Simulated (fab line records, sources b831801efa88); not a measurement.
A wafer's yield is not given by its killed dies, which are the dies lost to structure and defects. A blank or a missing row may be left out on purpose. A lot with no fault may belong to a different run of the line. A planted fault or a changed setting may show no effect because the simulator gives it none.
fab line records	flow gf180mcu
record lots=6	wafers=18	last_day=34
route steps=602 shown M1@315
lots untouched by any fault: they come from a run of this same line in which no faults occurred
start_h: the number of hours between the record's first day and the start of the first shown wafer of the lot	wait_h: time in hours since the lot's previous step	" the same as in the row above	L1.1+2: a single row standing in for several wafers	- no value present, or no start provided	* or withheld: withheld	< > ~ a bound
route shown NAME@n: a module of which the file shows steps, and the number in the route of the first	usual: mean and standard deviation over wafers with no fault	same: alike in all rows	chamber/n: place in a boat	sites: each site's reading	_std_site: how widely they spread, as a standard deviation	_edge_site: outer sites' mean less inner sites'	radius_mm: for every site, how far away it sits from the centre of the wafer	mask NAME#n: copy n	behind: tool/chamber where the wafer was last shaped	hold: why the lot went on hold/how many hours it stayed there/how the hold came to an end	device: the transistor (n, p or np) that didn't switch	end of line: at the end of the route, the tests of the same wafers	step lacking rows: just its recipe	killed: dies lost to structure and defects at the first sort, not the wafer's yield	map: a wafer's dies, marking killed ones x, the rest . and places with no die _
set.NAME: the run value of the setting; set.NAME@STEP: its run value at that earlier step	model.NAME: the simulator's own value behind a step, which no gauge read
certain route steps with their lots: each step a table, each wafer a row
services: the hour from which a tool's chamber was out of use, counted from the record's first day as start_h (under 0 if before that day), plus the number of hours and why
## steps
# step GF_M1_SPUTTER_00
# recipe material=Ti	target_thk_nm=37.5	arriving_ion_energy_ev=80	substrate_temp_c=200	chamber_pressure_pa=2	power_w=4000	time_s=150
# usual cathode_dc_power_W=4000.0/0.67	throttle_valve_pct=30.3/0.84
lot.wafer	tool	chamber	start_h	wait_h	cathode_dc_power_W	throttle_valve_pct
L381.1	pvd_sputter-04	-	367.74	0.2	3998.8	30.4
L381.2	"	-	"	"	4000.2	29.5
L381.6	"	-	"	"	4000.4	29.5
L386.2	pvd_sputter-01	-	420.59	0.2	3999.9	31.1
L386.5	"	-	"	"	4001.2	31.0
L386.6	"	-	"	"	3998.6	29.7
L394.3	pvd_sputter-01	-	483.54	0.1	3999.5	31.1
L394.4	"	-	"	"	3999.5	29.5
L394.5	"	-	"	"	4000.1	30.9
L395.1	pvd_sputter-02	-	498.09	0.1	4000.3	31.7
L395.2	"	-	"	"	3999.3	29.9
L395.6	"	-	"	"	3999.8	29.2
L402.1	pvd_sputter-02	-	551.34	0.1	3999.6	29.2
L402.4	"	-	"	"	4000.8	29.7
L402.5	"	-	"	"	4000.9	29.0
L403.1	pvd_sputter-02	-	555.04	0.1	4000.3	30.6
L403.3	"	-	"	"	4001.0	29.0
L403.4	"	-	"	"	4000.8	29.7
# step GF_M1_SPUTTER_01
# recipe material=TiN	target_thk_nm=30	power_w=6500	time_s=25	chamber_pressure_pa=0.4
# usual cathode_dc_power_W=6499.9/1.2	throttle_valve_pct=30.3/0.82
lot.wafer	tool	chamber	start_h	wait_h	cathode_dc_power_W	throttle_valve_pct
L381.1	pvd_sputter-04	-	367.84	0.1	6499.0	30.4
L381.2	"	-	"	"	6499.6	29.5
L381.6	"	-	"	"	6501.0	29.5
L386.2	pvd_sputter-01	-	420.69	0.1	6499.0	30.8
L386.5	"	-	"	"	6500.6	31.1
L386.6	"	-	"	"	6500.2	29.8
L394.3	pvd_sputter-01	-	483.64	0.1	6499.4	30.8
L394.4	"	-	"	"	6498.9	29.6
L394.5	"	-	"	"	6497.9	31.0
L395.1	pvd_sputter-02	-	498.19	0.1	6499.4	31.7
L395.2	"	-	"	"	6498.3	29.9
L395.6	"	-	"	"	6502.6	29.3
L402.1	pvd_sputter-02	-	551.44	0.1	6499.5	28.9
L402.4	"	-	"	"	6499.5	29.8
L402.5	"	-	"	"	6500.5	29.2
L403.1	pvd_sputter-02	-	555.14	0.1	6499.0	30.5
L403.3	"	-	"	"	6501.1	29.0
L403.4	"	-	"	"	6501.2	29.9
# step GF_M1_SPUTTER_02
# recipe material=AlCu	target_thk_nm=450	power_w=10600	time_s=23.9	chamber_pressure_pa=0.4
# usual cathode_dc_power_W=10600/1.8	throttle_valve_pct=30.3/0.87
lot.wafer	tool	chamber	start_h	wait_h	cathode_dc_power_W	throttle_valve_pct
L381.1	pvd_sputter-04	-	367.87	0.0	10600	30.4
L381.2	"	-	"	"	10601	29.3
L381.6	"	-	"	"	10601	29.2
L386.2	pvd_sputter-01	-	420.73	0.0	10597	30.8
L386.5	"	-	"	"	10599	31.1
L386.6	"	-	"	"	10602	29.6
L394.3	pvd_sputter-01	-	483.67	0.0	10601	31.2
L394.4	"	-	"	"	10596	30.0
L394.5	"	-	"	"	10598	30.9
L395.1	pvd_sputter-02	-	498.22	0.0	10599	31.7
L395.2	"	-	"	"	10600	29.6
L395.6	"	-	"	"	10599	29.0
L402.1	pvd_sputter-02	-	551.47	0.0	10599	29.2
L402.4	"	-	"	"	10602	29.7
L402.5	"	-	"	"	10599	29.1
L403.1	pvd_sputter-02	-	555.17	0.0	10604	30.7
L403.3	"	-	"	"	10595	29.3
L403.4	"	-	"	"	10600	29.6
# step GF_M1_SPUTTER_03
# recipe material=Ti	target_thk_nm=10	substrate_temp_c=300	chamber_pressure_pa=0.3	power_w=3000	time_s=6.7
# usual cathode_dc_power_W=3000.0/0.53	throttle_valve_pct=30.3/0.84
lot.wafer	tool	chamber	start_h	wait_h	cathode_dc_power_W	throttle_valve_pct
L381.1	pvd_sputter-04	-	367.90	0.0	3000.3	30.4
L381.2	"	-	"	"	3000.3	29.4
L381.6	"	-	"	"	2999.2	29.5
L386.2	pvd_sputter-01	-	420.76	0.0	3000.2	30.8
L386.5	"	-	"	"	3000.6	31.2
L386.6	"	-	"	"	2999.5	29.7
L394.3	pvd_sputter-01	-	483.70	0.0	2999.6	30.9
L394.4	"	-	"	"	3000.0	29.5
L394.5	"	-	"	"	2999.8	31.1
L395.1	pvd_sputter-02	-	498.25	0.0	2999.7	31.7
L395.2	"	-	"	"	3000.9	29.7
L395.6	"	-	"	"	2999.8	28.9
L402.1	pvd_sputter-02	-	551.50	0.0	3000.2	29.2
L402.4	"	-	"	"	3000.0	29.7
L402.5	"	-	"	"	3000.6	29.0
L403.1	pvd_sputter-02	-	555.20	0.0	3000.3	30.6
L403.3	"	-	"	"	2999.7	29.1
L403.4	"	-	"	"	3000.2	29.6
# step GF_M1_SPUTTER_04
# recipe material=TiN	target_thk_nm=50	power_w=6500	time_s=41.7	chamber_pressure_pa=0.4
# usual cathode_dc_power_W=6500.0/1.1	throttle_valve_pct=30.3/0.82
lot.wafer	tool	chamber	start_h	wait_h	cathode_dc_power_W	throttle_valve_pct
L381.1	pvd_sputter-04	-	367.92	0.0	6500.4	30.0
L381.2	"	-	"	"	6499.0	29.4
L381.6	"	-	"	"	6498.6	29.5
L386.2	pvd_sputter-01	-	420.78	0.0	6501.1	30.9
L386.5	"	-	"	"	6500.2	30.9
L386.6	"	-	"	"	6502.7	29.8
L394.3	pvd_sputter-01	-	483.72	0.0	6499.9	30.9
L394.4	"	-	"	"	6501.1	29.4
L394.5	"	-	"	"	6500.0	30.9
L395.1	pvd_sputter-02	-	498.27	0.0	6498.9	31.6
L395.2	"	-	"	"	6499.5	29.6
L395.6	"	-	"	"	6499.0	29.2
L402.1	pvd_sputter-02	-	551.52	0.0	6499.7	28.9
L402.4	"	-	"	"	6499.6	29.8
L402.5	"	-	"	"	6501.1	29.2
L403.1	pvd_sputter-02	-	555.22	0.0	6498.7	30.6
L403.3	"	-	"	"	6499.1	28.8
L403.4	"	-	"	"	6499.7	29.5
# step GF_M1_RS_MEAS_05
# recipe thk_meas_gauge=four-point-probe	reads=TiN_of_M1_SPUTTER_04+Ti_of_M1_SPUTTER_03+AlCu_of_M1_SPUTTER_02+TiN_of_M1_SPUTTER_01+Ti_of_M1_SPUTTER_00
# usual M1_ALCU_RS=0.0698/0.0008
lot.wafer	tool	chamber	start_h	wait_h	M1_ALCU_RS[ohm/sq]
L381.1	film_metro-02	-	367.96	0.0	0.0711
L381.2	"	-	"	"	0.0690
L381.6	"	-	"	"	0.0689
L386.2	film_metro-02	-	420.84	0.0	0.0706
L386.5	"	-	"	"	0.0704
L386.6	"	-	"	"	0.0718
L394.3	film_metro-03	-	483.80	0.1	0.0685
L394.4	"	-	"	"	0.0695
L394.5	"	-	"	"	0.0683
L395.1	film_metro-01	-	498.31	0.0	0.0705
L395.2	"	-	"	"	0.0705
L395.6	"	-	"	"	0.0694
L402.1	film_metro-01	-	551.56	0.0	0.0688
L402.4	"	-	"	"	0.0696
L402.5	"	-	"	"	0.0683
L403.1	film_metro-03	-	555.26	0.0	0.0701
L403.3	"	-	"	"	0.0691
L403.4	"	-	"	"	0.0710
# step GF_M1_THK_MEAS_06
# recipe thk_meas_gauge=xrf	reads=AlCu_of_M1_SPUTTER_02
# usual M1_ALCU_THK=450/5.6
lot.wafer	tool	chamber	start_h	wait_h	M1_ALCU_THK[nm]
L381.1	film_metro-02	-	368.08	0.1	441
L381.2	"	-	"	"	455
L381.6	"	-	"	"	456
L386.2	film_metro-02	-	420.95	0.1	445
L386.5	"	-	"	"	446
L386.6	"	-	"	"	437
L394.3	film_metro-03	-	483.90	0.1	454
L394.4	"	-	"	"	449
L394.5	"	-	"	"	456
L395.1	film_metro-01	-	498.43	0.1	445
L395.2	"	-	"	"	448
L395.6	"	-	"	"	454
L402.1	film_metro-01	-	551.68	0.1	458
L402.4	"	-	"	"	453
L402.5	"	-	"	"	462
L403.1	film_metro-03	-	555.38	0.1	449
L403.3	"	-	"	"	454
L403.4	"	-	"	"	443
# step GF_M1_DEHYDRATE_07
# recipe temp_c=200	time_s=60
# step GF_M1_HMDS_08
# recipe prime_time_s=60	prime_temp_c=120
# step GF_M1_COAT_09
# recipe resist=KrF	spin_rpm=withheld	resist_thk_nm=1000
# step GF_M1_SOFTBAKE_10
# recipe temp_c=130	time_s=60	resist=KrF
# step GF_M1_EXPOSE_11
# recipe mask_id=Metal1	target_cd_nm=230	na=0.68	source_shape=conventional	sigma_outer=0.6	dose_mj=28
# step GF_M1_PEB_12
# recipe peb_temp_c=135	peb_time_s=90	resist=KrF
# usual chill_plate_temp_C=22.97/0.1	exhaust_pa=45.1/0.92	plate_temp_C=135.00/0.14
lot.wafer	tool	chamber	start_h	wait_h	chill_plate_temp_C	exhaust_pa	plate_temp_C
L381.1	litho_track-03	0	389.78	-	23.10	46.3	134.98
L381.2	"	0	"	"	22.96	44.9	135.07
L381.6	"	0	"	"	22.95	45.5	135.21
L386.2	litho_track-04	0	444.34	-	22.97	44.2	134.93
L386.5	"	0	"	"	22.73	44.9	135.29
L386.6	"	0	"	"	22.89	44.5	135.01
L394.3	litho_track-04	-	506.47	-	-	-	-
L394.4	"	-	"	"	-	-	-
L394.5	"	-	"	"	-	-	-
L395.1	litho_track-03	-	521.63	-	-	-	-
L395.2	"	-	"	"	-	-	-
L395.6	"	-	"	"	-	-	-
L402.1	litho_track-02	0	572.79	-	22.77	45.6	135.08
L402.4	"	0	"	"	22.93	46.5	135.01
L402.5	"	0	"	"	22.90	45.6	135.15
L403.1	litho_track-03	0	576.83	-	22.93	44.7	134.85
L403.3	"	0	"	"	23.00	43.6	134.93
L403.4	"	0	"	"	22.85	45.3	135.04
# step GF_M1_DEVELOP_13
# recipe develop_time_s=60	dev_temp_c=21
## services
tool	chamber	start_h	hours	kind
pvd_sputter-01	-	362.26	17.5	repair
pvd_sputter-04	-	380.46	0.7	repair
pvd_sputter-02	-	391.32	5.3	repair
pvd_sputter-04	-	417.04	0.9	repair
pvd_sputter-02	-	455.40	2.2	repair
pvd_sputter-02	-	466.03	2.0	repair
litho_track-03	-	470.62	-	consumable_replace:filter
pvd_sputter-02	-	525.45	3.6	repair
pvd_sputter-02	-	527.63	2.9	repair
## key
first_sign step=GF_M1_PEB_12	reading=tool_record	direction=missing
effect none on later readings
met_at GF_M1_PEB_12
struck_wafers L394.3,L394.4,L394.5,L395.1,L395.2,L395.6
later_rows_left_out L394.3,L394.4,L394.5,L395.1,L395.2,L395.6
sort_left_out L394.3,L394.4,L394.5,L395.1,L395.2,L395.6
onset_between 444.34 506.47
fault kind=skipped_step_whole	tool=litho_track-03,litho_track-04	chamber=-	onset_h=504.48	steps=GF_M1_PEB_12	scope=struck_lots_only
# sort_left_out: the simulated sort isn't trusted on such a fault, so these wafers' sort isn't shown, and their yield isn't known
# later_rows_left_out: the simulator's readings of these wafers behind a module that went badly wrong aren't trusted and aren't shown, but for the sort
